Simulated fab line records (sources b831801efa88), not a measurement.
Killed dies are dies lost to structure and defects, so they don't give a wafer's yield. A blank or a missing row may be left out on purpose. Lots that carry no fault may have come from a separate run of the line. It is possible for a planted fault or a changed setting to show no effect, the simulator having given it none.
What tool caused it? || flow gf180mcu || 14 lots, 42 wafers sampled, at 4 steps of a route of 602

## WHAT EACH GAUGE READ, for each wafer
GF_V1_THK_MEAS_01. Usual: for V1_CVD_00_THK the level is 600 nm and the standard deviation is 5.6.
{"lot": "L133", "measured": "day 19 05:02", "on": "film metro-02", "V1_CVD_00_THK (nm)": "602 605 592", "flag": ""}
{"lot": "L134", "measured": "day 19 13:16", "on": "film metro-01", "V1_CVD_00_THK (nm)": "594 593 599", "flag": ""}
{"lot": "L136", "measured": "day 20 07:46", "on": "film metro-01", "V1_CVD_00_THK (nm)": "607 603 599", "flag": ""}
{"lot": "L138", "measured": "day 21 07:12", "on": "film metro-03", "V1_CVD_00_THK (nm)": "601 603 597", "flag": ""}
{"lot": "L139", "measured": "day 21 11:56", "on": "film metro-03", "V1_CVD_00_THK (nm)": "596 592 599", "flag": ""}
{"lot": "L141", "measured": "day 21 22:36", "on": "film metro-03", "V1_CVD_00_THK (nm)": "592 597 597", "flag": ""}
{"lot": "L142", "measured": "day 22 06:38", "on": "film metro-02", "V1_CVD_00_THK (nm)": "604 607 609", "flag": ""}
{"lot": "L145", "measured": "day 23 04:04", "on": "film metro-02", "V1_CVD_00_THK (nm)": "596 596 599", "flag": ""}
{"lot": "L146", "measured": "day 23 14:55", "on": "film metro-02", "V1_CVD_00_THK (nm)": "602 618 603", "flag": ""}
{"lot": "L147", "measured": "day 24 02:19", "on": "film metro-03", "V1_CVD_00_THK (nm)": "602 608 601", "flag": ""}
{"lot": "L148", "measured": "day 24 10:04", "on": "film metro-02", "V1_CVD_00_THK (nm)": "607 606 599", "flag": ""}
{"lot": "L149", "measured": "day 24 16:48", "on": "film metro-01", "V1_CVD_00_THK (nm)": "596 592 591", "flag": ""}
{"lot": "L150", "measured": "day 25 02:47", "on": "film metro-01", "V1_CVD_00_THK (nm)": "594 601 593", "flag": ""}
{"lot": "L151", "measured": "day 25 03:31", "on": "film metro-02", "V1_CVD_00_THK (nm)": "596 602 595", "flag": ""}

GF_V1_OVL_MEAS_15. Usual: for V1_OVL the level is 0 nm and the standard deviation is 5.8.
{"lot": "L133", "measured": "day 20 05:37", "on": "overlay-01", "V1_OVL (nm)": "- - -", "flag": "OFF"}
{"lot": "L134", "measured": "day 20 13:37", "on": "overlay-02", "V1_OVL (nm)": "- - -", "flag": "OFF"}
{"lot": "L136", "measured": "day 21 08:47", "on": "overlay-01", "V1_OVL (nm)": "2 -5 -10", "flag": ""}
{"lot": "L138", "measured": "day 22 07:56", "on": "overlay-02", "V1_OVL (nm)": "16 -1 10", "flag": ""}
{"lot": "L139", "measured": "day 22 11:47", "on": "overlay-01", "V1_OVL (nm)": "-8 -8 -4", "flag": ""}
{"lot": "L141", "measured": "day 22 22:19", "on": "overlay-02", "V1_OVL (nm)": "-4 -3 0", "flag": ""}
{"lot": "L142", "measured": "day 23 06:58", "on": "overlay-02", "V1_OVL (nm)": "6 1 -3", "flag": ""}
{"lot": "L145", "measured": "day 24 02:14", "on": "overlay-01", "V1_OVL (nm)": "7 -3 1", "flag": ""}
{"lot": "L146", "measured": "day 24 13:28", "on": "overlay-01", "V1_OVL (nm)": "-4 1 -3", "flag": ""}
{"lot": "L147", "measured": "day 25 00:43", "on": "overlay-01", "V1_OVL (nm)": "3 -1 -7", "flag": ""}
{"lot": "L148", "measured": "day 25 08:10", "on": "overlay-01", "V1_OVL (nm)": "5 2 -2", "flag": ""}
{"lot": "L149", "measured": "day 25 15:42", "on": "overlay-01", "V1_OVL (nm)": "-2 0 -9", "flag": ""}
{"lot": "L150", "measured": "day 26 01:38", "on": "overlay-02", "V1_OVL (nm)": "5 2 -2", "flag": ""}
{"lot": "L151", "measured": "day 26 01:59", "on": "overlay-01", "V1_OVL (nm)": "6 1 5", "flag": ""}

## WHICH TOOL RAN EACH LOT (tool, then ch and the chambers of the sampled wafers, then the start)
{"lot": "L133", "GF_CONTACT_CVD_24": "cvd w-01 ch 0,1, day 18 03:42", "GF_V1_EXPOSE_11": "krf scanner-01, day 19 17:44"}
{"lot": "L134", "GF_CONTACT_CVD_24": "cvd w-02 ch 0,1, day 18 11:07", "GF_V1_EXPOSE_11": "krf scanner-01, day 20 01:56"}
{"lot": "L136", "GF_CONTACT_CVD_24": "cvd w-02 ch 0,1, day 19 05:58", "GF_V1_EXPOSE_11": "krf scanner-01 ch 0, day 20 20:32"}
{"lot": "L138", "GF_CONTACT_CVD_24": "cvd w-02 ch 0,1, day 20 04:23", "GF_V1_EXPOSE_11": "krf scanner-01 ch 0, day 21 19:46"}
{"lot": "L139", "GF_CONTACT_CVD_24": "cvd w-01 ch 0,1, day 20 09:44", "GF_V1_EXPOSE_11": "krf scanner-02 ch 0, day 22 00:16"}
{"lot": "L141", "GF_CONTACT_CVD_24": "cvd w-02 ch 0,1, day 20 21:52", "GF_V1_EXPOSE_11": "krf scanner-02 ch 0, day 22 11:02"}
{"lot": "L142", "GF_CONTACT_CVD_24": "cvd w-01 ch 0,1, day 21 05:28", "GF_V1_EXPOSE_11": "krf scanner-02 ch 0, day 22 19:11"}
{"lot": "L145", "GF_CONTACT_CVD_24": "cvd w-02 ch 0,1, day 22 04:04", "GF_V1_EXPOSE_11": "krf scanner-02 ch 0, day 23 16:01"}
{"lot": "L146", "GF_CONTACT_CVD_24": "cvd w-02 ch 0,1, day 22 14:49", "GF_V1_EXPOSE_11": "krf scanner-01 ch 0, day 24 02:38"}
{"lot": "L147", "GF_CONTACT_CVD_24": "cvd w-01 ch 0,1, day 23 01:58", "GF_V1_EXPOSE_11": "krf scanner-01 ch 0, day 24 14:01"}
{"lot": "L148", "GF_CONTACT_CVD_24": "cvd w-02 ch 1, day 23 09:30", "GF_V1_EXPOSE_11": "krf scanner-02 ch 0, day 24 21:26"}
{"lot": "L149", "GF_CONTACT_CVD_24": "cvd w-02 ch 0,1, day 23 16:38", "GF_V1_EXPOSE_11": "krf scanner-01 ch 0, day 25 05:03"}
{"lot": "L150", "GF_CONTACT_CVD_24": "cvd w-01 ch 0,1, day 24 03:07", "GF_V1_EXPOSE_11": "krf scanner-01 ch 0, day 25 14:32"}
{"lot": "L151", "GF_CONTACT_CVD_24": "cvd w-02 ch 0,1, day 24 04:04", "GF_V1_EXPOSE_11": "krf scanner-02 ch 0, day 25 15:20"}
- GF_CONTACT_CVD_24: deposits W, target thk 300 nm, time 90.339 s.
- GF_V1_EXPOSE_11: exposes mask Via1, target cd 260 nm.

## WHAT THE TOOLS THEMSELVES READ (means of the sampled wafers that have a number; where no wafer has one, the mark that the record gives instead)
GF_CONTACT_CVD_24. Usual: chamber pressure Torr 39.99 Torr, standard deviation 0.095; heater power w 875 W, standard deviation 55.
{"lot": "L133", "tool": "cvd w-01", "chamber pressure Torr (Torr)": 39.99, "heater power w (W)": 911, "flag": ""}
{"lot": "L134", "tool": "cvd w-02", "chamber pressure Torr (Torr)": 40.06, "heater power w (W)": 849, "flag": ""}
{"lot": "L136", "tool": "cvd w-02", "chamber pressure Torr (Torr)": 40.00, "heater power w (W)": 827, "flag": ""}
{"lot": "L138", "tool": "cvd w-02", "chamber pressure Torr (Torr)": 40.08, "heater power w (W)": 822, "flag": ""}
{"lot": "L139", "tool": "cvd w-01", "chamber pressure Torr (Torr)": 40.00, "heater power w (W)": 934, "flag": ""}
{"lot": "L141", "tool": "cvd w-02", "chamber pressure Torr (Torr)": 39.96, "heater power w (W)": 855, "flag": ""}
{"lot": "L142", "tool": "cvd w-01", "chamber pressure Torr (Torr)": 40.06, "heater power w (W)": 926, "flag": ""}
{"lot": "L145", "tool": "cvd w-02", "chamber pressure Torr (Torr)": 40.02, "heater power w (W)": 835, "flag": ""}
{"lot": "L146", "tool": "cvd w-02", "chamber pressure Torr (Torr)": 39.99, "heater power w (W)": 852, "flag": ""}
{"lot": "L147", "tool": "cvd w-01", "chamber pressure Torr (Torr)": 39.95, "heater power w (W)": 937, "flag": ""}
{"lot": "L148", "tool": "cvd w-02", "chamber pressure Torr (Torr)": 40.19, "heater power w (W)": 820, "flag": ""}
{"lot": "L149", "tool": "cvd w-02", "chamber pressure Torr (Torr)": 39.95, "heater power w (W)": 828, "flag": ""}
{"lot": "L150", "tool": "cvd w-01", "chamber pressure Torr (Torr)": 39.96, "heater power w (W)": 945, "flag": ""}
{"lot": "L151", "tool": "cvd w-02", "chamber pressure Torr (Torr)": 39.99, "heater power w (W)": 840, "flag": ""}

GF_V1_EXPOSE_11. Usual: exposure dose mJ cm2 37.96, standard deviation 0.045; focus offset nm -0.1 nm, standard deviation 0.53.
{"lot": "L133", "tool": "krf scanner-01", "exposure dose mJ cm2": "-", "focus offset nm (nm)": "-", "flag": "OFF"}
{"lot": "L134", "tool": "krf scanner-01", "exposure dose mJ cm2": "-", "focus offset nm (nm)": "-", "flag": "OFF"}
{"lot": "L136", "tool": "krf scanner-01", "exposure dose mJ cm2": 37.98, "focus offset nm (nm)": 0.2, "flag": ""}
{"lot": "L138", "tool": "krf scanner-01", "exposure dose mJ cm2": 37.94, "focus offset nm (nm)": 0.1, "flag": ""}
{"lot": "L139", "tool": "krf scanner-02", "exposure dose mJ cm2": 37.93, "focus offset nm (nm)": -0.3, "flag": ""}
{"lot": "L141", "tool": "krf scanner-02", "exposure dose mJ cm2": 38.03, "focus offset nm (nm)": -0.4, "flag": ""}
{"lot": "L142", "tool": "krf scanner-02", "exposure dose mJ cm2": 37.98, "focus offset nm (nm)": -0.7, "flag": ""}
{"lot": "L145", "tool": "krf scanner-02", "exposure dose mJ cm2": 37.95, "focus offset nm (nm)": -0.1, "flag": ""}
{"lot": "L146", "tool": "krf scanner-01", "exposure dose mJ cm2": 37.92, "focus offset nm (nm)": -0.1, "flag": ""}
{"lot": "L147", "tool": "krf scanner-01", "exposure dose mJ cm2": 37.96, "focus offset nm (nm)": -1.1, "flag": ""}
{"lot": "L148", "tool": "krf scanner-02", "exposure dose mJ cm2": 37.99, "focus offset nm (nm)": 0.2, "flag": ""}
{"lot": "L149", "tool": "krf scanner-01", "exposure dose mJ cm2": 37.88, "focus offset nm (nm)": -0.6, "flag": ""}
{"lot": "L150", "tool": "krf scanner-01", "exposure dose mJ cm2": 37.89, "focus offset nm (nm)": -0.4, "flag": ""}
{"lot": "L151", "tool": "krf scanner-02", "exposure dose mJ cm2": 37.94, "focus offset nm (nm)": 0.3, "flag": ""}

## THE ANSWER, worked out from the rows above alone
Rule: lot off if the mean of its wafers having a number is beyond 3 standard deviations from the usual mean. Also off: a lot with no number at a reading for which 4 or more lots have one. Any other lot the step has rows for is counted as sound. First the gauges in route order, then the tools' own readings, where a lot's mean is used as printed above. At the first step where some lot is off, the reading lying furthest off is the one used; lots without a number count as furthest.
Off: L133, L134, seen at GF_V1_OVL_MEAS_15 (V1_OVL). Without a number there: L133, L134.
If a tool, at a process step before that reading, ran all the lots that are off and no sound lot after the first of them, it fits. Not tried: the gauges at GF_V1_OVL_MEAS_15; whatever is off there is also off at GF_V1_EXPOSE_11, on other tools, and gauge error can't account for it. Not one of the candidates tried fits.

## WHAT THE SIMULATOR HAD PUT IN
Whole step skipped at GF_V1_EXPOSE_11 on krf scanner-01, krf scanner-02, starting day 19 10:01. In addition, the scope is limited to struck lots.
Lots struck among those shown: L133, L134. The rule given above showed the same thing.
